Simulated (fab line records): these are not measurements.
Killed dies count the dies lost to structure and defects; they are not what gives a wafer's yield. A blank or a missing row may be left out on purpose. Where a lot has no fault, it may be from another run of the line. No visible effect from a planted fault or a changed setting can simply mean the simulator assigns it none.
Matching of chambers / flow gf180mcu / 4 sister chambers for GF_V3_CMP_26 on cmp-01
The step polishes, stops on SiO2, t overpolish 15 s, target thk 0 nm. 4 wafers are shown with their chamber, then 7 later ones without.

## WAFERS WITH THEIR CHAMBER
wafer=L682.1; chamber=0; motorCurrentA (A)=11.2
wafer=L685.4; chamber=1; motorCurrentA (A)=9.6
wafer=L685.5; chamber=2; motorCurrentA (A)=10.6
wafer=L690.2; chamber=3; motorCurrentA (A)=12.1

## WAFERS WITH NO CHAMBER GIVEN
wafer=L690.5; motorCurrentA (A)=11.5
wafer=L695.1; motorCurrentA (A)=11.6
wafer=L695.3; motorCurrentA (A)=12.0
wafer=L695.5; motorCurrentA (A)=11.6
wafer=L697.3; motorCurrentA (A)=11.5
wafer=L697.5; motorCurrentA (A)=11.6
wafer=L697.6; motorCurrentA (A)=9.6

## WHICH CHAMBER EACH WENT THROUGH
wafer=L690.5; from the rows above=can't be placed: 0 or 3 or 2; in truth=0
wafer=L695.1; from the rows above=can't be placed: 0 or 3 or 2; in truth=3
wafer=L695.3; from the rows above=3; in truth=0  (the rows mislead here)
wafer=L695.5; from the rows above=can't be placed: 0 or 3 or 2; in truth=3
wafer=L697.3; from the rows above=can't be placed: 0 or 3 or 2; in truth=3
wafer=L697.5; from the rows above=can't be placed: 0 or 3 or 2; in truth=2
wafer=L697.6; from the rows above=1; in truth=1
Correctly placed: 1 of 7. Can't be placed from these rows: 5 (the true chamber is among the candidates in 5). Wrongly placed: 1.
How it was worked out, from the rows above alone: a wafer's distance from a chamber is the root of the sum, over the readings, of the square of ((its reading less the chamber's mean) divided by the reading's scatter). If the next closest chamber is less than 2 further off than the closest, the wafer can't be placed; otherwise it belongs to the closest. A chamber's mean is the mean of its shown wafers. The scatter: with one shown wafer a chamber, the root of the mean of the squares of how far each hidden wafer lies from its nearest shown one.
